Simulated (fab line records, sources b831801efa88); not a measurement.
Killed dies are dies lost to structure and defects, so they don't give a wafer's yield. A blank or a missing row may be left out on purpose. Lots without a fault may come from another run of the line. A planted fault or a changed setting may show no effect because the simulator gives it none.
Which tool did it? | flow sky130 | 6 lots, 18 wafers sampled, at 2 steps of a route of 708

WHAT THE GAUGES READ, wafer by wafer
SKY_FIELD_ISO_CD_MEAS_13: target cd 150 nm.
lot  | measured    | on        | cd_nm (nm)
L782 | day 2 19:50 | cd_sem-02 | 150.3 150.1 149.2
L790 | day 4 14:20 | cd_sem-01 | 151.2 150.5 150.2
L795 | day 5 19:04 | cd_sem-01 | 151.4 152.5 150.4
L797 | day 6 02:26 | cd_sem-01 | 150.7 150.4 150.8
L799 | day 6 13:02 | cd_sem-01 | 150.7 150.8 152.0
L801 | day 6 22:34 | cd_sem-01 | 150.3 150.7 151.0

WHICH TOOL RAN EACH LOT (tool, then ch and the chambers of the sampled wafers, then the start)
lot  | SKY_FIELD_ISO_EXPOSE_10
L782 | krf_scanner-02 ch 0, day 2 12:35
L790 | krf_scanner-01 ch 0, day 4 05:32
L795 | krf_scanner-02 ch 0, day 5 10:10
L797 | krf_scanner-01 ch 0, day 5 17:47
L799 | krf_scanner-02 ch 0, day 6 03:22
L801 | krf_scanner-01 ch 0, day 6 13:53
- SKY_FIELD_ISO_EXPOSE_10: exposes mask FOM, target cd 150 nm.

THE ANSWER, worked out from the rows above alone
Rule: what is usual is taken from the lots themselves. Put in order of their means at a reading, lots are off if they are a third of the lots or fewer, leave a main group of 4 or more, and stand apart from it by a gap of 3 or more times the standard deviation of the main group's means; of several such gaps the widest counts. A main group whose means are all the same, to the digits that the tables above print for the reading, isn't used. A lot without any number at a reading at which 4 lots or more have one is off too. The other lots that the step has rows for count as sound.
No lot is off at any reading shown: from this, nothing can be told.

WHAT THE SIMULATOR HAD PUT IN
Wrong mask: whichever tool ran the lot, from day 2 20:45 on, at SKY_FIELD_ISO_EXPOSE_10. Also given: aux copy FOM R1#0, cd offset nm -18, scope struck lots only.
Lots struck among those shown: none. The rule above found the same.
